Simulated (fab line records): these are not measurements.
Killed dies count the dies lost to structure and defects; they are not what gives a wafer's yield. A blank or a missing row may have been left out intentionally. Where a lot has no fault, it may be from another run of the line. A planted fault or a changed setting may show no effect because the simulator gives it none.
Problem report, 8D (eight disciplines) form, completed by code / flow sfq_line / the parts of the form that need people (team, actions taken, sign-off) are left out

## 1. THE ISSUE
Wafers without a fault read 0.685 a.u., standard deviation 0.0052; oes_product_au at SFQ_TRILAYER_L0_BARC_OPEN_METAL_ETCH_010 reads a mean of 0.708 a.u. on 2 wafers belonging to 2 lots. That puts it +4.3 standard deviations away from the usual mean.
The step: etches BARC in O2, target depth 125 nm, time 41.7 s.
The first sign was on wafer L893.3 at day 6 10:35, on rie_metal-01. The record holds 41 wafers of 14 lots with a number at this step. Rule for "out", or "out of limits": more than 4 standard deviations from the usual mean. All remaining wafers that have a number are taken as sound.

## 2. WHAT IT IS AND WHAT IT IS NOT
question=which readings at this step | is=oes_product_au | is not=drypump_motor_current_A
question=which lots | is=L893, L895 | is not=L884, L885, L886, L888, L892, L899, L900, L902, L904, L905, L906, L907
question=which wafers of those lots | is=L893.3, L895.3 | is not=L893.2, L893.6, L895.2
question=read on which tools | is=rie_metal-01 | is not=rie_metal-02, rie_metal-03
question=when | is=from day 6 10:35 | is not=up to then (17 sound wafers); but 22 sound wafers of L895, L899, L900, L902, L904, L905, L906, L907 came after

## 3. SUSPECTS, AND WHAT RULES EACH OUT
Counting: any tool at a process step up to the reading remains a suspect provided it ran every lot that is out. Sound lots after the first of them don't rule it out here, since some wafers of a struck lot are sound.
- rie_metal-01 at SFQ_TRILAYER_L0_BARC_OPEN_METAL_ETCH_010 (etches BARC in O2, target depth 125 nm, time 41.7 s): kept. It ran every lot that is out, first L893 (day 6 10:35); its last sound lot up to then is L886 (day 4 18:59). On those wafers its own readings are out: oes_product_au.
After counting, what remains is rie_metal-01 at SFQ_TRILAYER_L0_BARC_OPEN_METAL_ETCH_010.

## 4. THE CAUSE (what the simulator had put in)
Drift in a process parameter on rie_metal-01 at SFQ_TRILAYER_L0_BARC_OPEN_METAL_ETCH_010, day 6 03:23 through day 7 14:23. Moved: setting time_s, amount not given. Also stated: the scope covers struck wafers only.
Only this tool survived the counting.

## 5. SEQUENCE OF EFFECTS, ordered by route
Each row: a reading whose mean over the struck wafers that have a number lies more than 3 standard deviations from the usual. Scope: only readings with a usual standard deviation given in the record; hours: median across lots of the time from each lot's start at the first step in this table that gives one to its start at this step; sigmas: change in usual standard deviations.
hours=0; step=SFQ_TRILAYER_L0_BARC_OPEN_METAL_ETCH_010; reading=oes_product_au; usual=0.685 a.u.; on struck wafers=0.708; change=+0.022; sigmas=+4.3
hours=0; step=SFQ_TRILAYER_L0_BARC_OPEN_METAL_ETCH_010; reading=run_length_s; usual=70.1 s; on struck wafers=68.8; change=-1.3; sigmas=-3.5
Its process steps:
- SFQ_TRILAYER_L0_BARC_OPEN_METAL_ETCH_010: etches BARC in O2, target depth 125 nm, time 41.7 s.
Readings that are blank on the struck wafers while sound wafers have them: rf_fwd_power_W at SFQ_TRILAYER_L0_BARC_OPEN_METAL_ETCH_010.

## 6. WHAT WOULD HAVE CAUGHT IT SOONER
In this record the first reading out of limits was taken at day 6 10:35, 7 hours after the fault began at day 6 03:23.
